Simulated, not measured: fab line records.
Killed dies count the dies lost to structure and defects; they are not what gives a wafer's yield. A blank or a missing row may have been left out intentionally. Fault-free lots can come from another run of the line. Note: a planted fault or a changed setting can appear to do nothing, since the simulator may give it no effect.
Problem report, 8D (eight disciplines) form, completed by code | flow sky130 | the parts of the form that need people (team, actions taken, sign-off) are left out

## 1. THE PROBLEM
NWELL_RS at SKY_NWELL_RS_MEAS_29 reads a mean of 617.2 ohm/sq on 6 wafers of 2 lots; wafers without a fault read 625.0 ohm/sq with a standard deviation of 1.6. Measured from the usual mean, that is -4.9 standard deviations.
The step: measures by four-point-probe.
Earliest sighting: wafer L545.4 on film-metro-01 at day 10 01:07. The record has a number at this step for 36 wafers belonging to 12 lots. Rule for "out" (also "out of limits"): further than 4 standard deviations from the usual mean. The other wafers with a number count as sound.

## 2. WHAT IT IS; WHAT IT IS NOT
question                    | is                     | is not
which readings at this step | NWELL_RS               | -
which lots                  | L545, L548             | L527, L528, L529, L530, L531, L533, L535, L537, L539, L547
which wafers of those lots  | all that have a number | -
read on which gauges        | film-metro-01          | film-metro-02, film-metro-04
when                        | from day 10 01:07      | up to then (27 sound wafers); but 3 sound wafers of L547 came after

## 3. SUSPECTS, AND WHAT RULES EACH OUT
Counting: a tool stays on the suspect list if, at a process step up to the reading, it processed all lots that are out and no sound lot following the first of them.
- the gauge at SKY_NWELL_RS_MEAS_29 is ruled out. All the wafers that are out were read on film-metro-01, but those of them that SKY_NWELL_IMPLANT_13 has rows for are out there too, on other tools.
- implanter-04 at SKY_NWELL_IMPLANT_13: kept. All lots that are out passed through it, beginning with L545 at day 9 02:45, and no sound lot followed; its final sound lot before that point was L539 at day 7 19:56. On those wafers its own readings are out: dose-ions-cm2, faraday-current-uA.
Left after counting: implanter-04 at SKY_NWELL_IMPLANT_13.

## 4. THE CAUSE (what the simulator had put in)
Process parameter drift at SKY_NWELL_IMPLANT_13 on implanter-04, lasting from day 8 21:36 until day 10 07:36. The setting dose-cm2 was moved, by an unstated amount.
After counting, this tool was the only one left.

## 5. THE EFFECT CHAIN, in route order
Rows list readings where the struck wafers' mean (over those with a number) sits beyond 3 standard deviations from the usual. Readings are gone through only where the record gives a usual standard deviation; hours: the median, over the lots, of the time from a lot's start at the first step in this table giving one to that lot's start at this step; sigmas: the change measured in usual standard deviations.
hours | step                 | reading            | usual        | on struck wafers | change     | sigmas
0     | SKY_NWELL_IMPLANT_13 | dose-ions-cm2      | 6.997e+11    | 9.866e+11        | +2.869e+11 | +99 or more
0     | SKY_NWELL_IMPLANT_13 | faraday-current-uA | 3.94         | 5.60             | +1.66      | +22
23    | SKY_NWELL_RS_MEAS_29 | NWELL_RS           | 625.0 ohm/sq | 617.2            | -7.8       | -4.9
The process steps in it:
- SKY_NWELL_IMPLANT_13
Later measuring or inspecting steps at which every struck wafer that the step has a row for has a number for every such reading, and none has moved that far: SKY_VT_ADJUST_NCORE_CD_MEAS_07.

## 6. WHAT WOULD HAVE CAUGHT IT SOONER
In this record the first reading out of limits at a measuring or inspecting step was taken at day 10 01:07, 28 hours after the fault began at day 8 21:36.
Tool's own readings at SKY_NWELL_IMPLANT_13, dose-ions-cm2, faraday-current-uA: out on all struck wafers the step has rows for; an alarm limit on them would have tripped on the first.
Each of the lots that are out, 2 in all, had begun SKY_NWELL_IMPLANT_13 on implanter-04 no later than day 10 01:07. A hold on the tool at that time would have spared none of them.
